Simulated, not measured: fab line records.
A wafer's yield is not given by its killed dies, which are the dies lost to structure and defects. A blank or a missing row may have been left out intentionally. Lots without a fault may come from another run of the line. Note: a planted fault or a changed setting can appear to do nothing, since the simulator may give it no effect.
Comparing a struck lot with a sound one | flow sky130 | 14 out of 708 route steps
Sound: the wafers L577.1, L577.3, L577.6. Struck: wafer L587.3 (left out: L587.1, L587.4 of the same lot, which were not struck); the cause appears at the end.
Each step with rows lists, per side, the tool, then ch with its chambers, then its first start. Under that, the readings that differ: sound wafers | struck wafers | difference of the means | sigmas: that difference in standard deviations of wafers without a fault.
alike: words and numbers the same on both sides, and readings whose means are apart by under 2 such deviations; not compared: readings that were withheld, readings missing a value for some wafer, numbers with overlapping values and no deviation given by the record, and bounds like >300 which may hide the same value.
The two part at a step that has a row with sigmas, a row that says differs or no value, or rows on one side only. Non-overlapping numbers with no deviation appear without sigmas and do not part them. A reading missing from all wafers of one side parts the sides only when that side holds two or more wafers.

SKY_VIA3_CD_MEAS_12: target cd 200 nm.
  sound on cd sem-01 at day 41 11:15; struck on cd sem-01 at day 44 15:59
  alike: cd nm
SKY_VIA3_OVL_MEAS_13:
  sound on overlay-01 at day 41 11:22; struck on overlay-02 at day 44 16:06
  alike: VIA3_OVL
SKY_VIA3_ETCH_14: etches BARC in N2/H2, stops on SiO2, time 45.9 s, target depth 60 nm.
  sound on rie diel-04 ch 0,2,3, day 41 11:25; struck on rie diel-03 ch 0, day 44 16:08
  alike: bias w, drypump motor current A, oes product au, throttle valve pct
  not compared: rf hours counter h
then, 1 step without rows for these wafers: SKY_VIA3_ETCH_15 (etches SiO2 in C4F8/O2/Ar, stops on TiN, target depth 507 nm, time 78 s).
SKY_VIA3_STRIP_16: strips in O2/N2.
  sound on plasma asher-01 ch 0,1, day 41 11:31; struck on plasma asher-02 ch 0, day 44 16:14
  alike: drypump motor current A, oes product au, strip time to endpoint s
  not compared: rf hours counter h
then, 3 steps without rows for these wafers: SKY_VIA3_STRIP_17 (strips in post etch residue remover, time 1200 s); SKY_VIA3_CLEAN_18 (cleans in IPA, time 180 s); SKY_VIA3_CLEAN_19 (cleans in O3/DIW).
SKY_VIA3_SPUTTER_20: material TiN, target thk 20 nm, time 80 s.
  sound on pvd sputter-02 at day 41 12:10; struck on pvd sputter-03 at day 44 16:52
  alike: throttle valve pct
SKY_VIA3_CVD_21: deposits W, target thk 390 nm, time 117.31 s.
  sound on cvd w-01 ch 1, day 41 12:14; struck on cvd w-02 ch 1, day 44 16:55
  alike: heater power w
SKY_VIA3_RS_MEAS_22: measurement is done with a four-point probe.
  sound on film metro-04 at day 41 12:22; struck on film metro-03 at day 44 17:03
  alike: VIA3_W_RS
SKY_VIA3_THK_MEAS_23: measures by xrf.
  sound on film metro-04 at day 41 12:29; struck on film metro-03 at day 44 17:10
  alike: VIA3_W_THK
SKY_VIA3_CMP_24: polishes, stops on SiO2, t overpolish 20 s, target thk 0 nm.
  sound on cmp-02 ch 0,3, day 41 12:35; struck on cmp-02 ch 0, day 44 17:14
  reading                | sound                | struck | difference | sigmas
  overpolish run s (s)   | 19.999 20.001 19.993 | 0.045  | -19.953    | -99 or more
  time to endpoint s (s) | 93 82 96             | 149    | +59        | +9
  alike: head pressure psi, motor current A, retaining ring pressure frac
SKY_METAL4_SPUTTER_00: material Ti, target thk 15 nm, time 10 s.
  the record holds rows for the sound wafers here (pvd sputter-03, day 41 12:50) but none for the struck ones

WHERE THEY PART
First at SKY_VIA3_CMP_24; last, within this record, at SKY_METAL4_SPUTTER_00.

WHY: the cause the simulator had injected
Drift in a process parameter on cmp-02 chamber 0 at SKY_VIA3_CMP_24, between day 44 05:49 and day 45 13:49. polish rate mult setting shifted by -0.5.
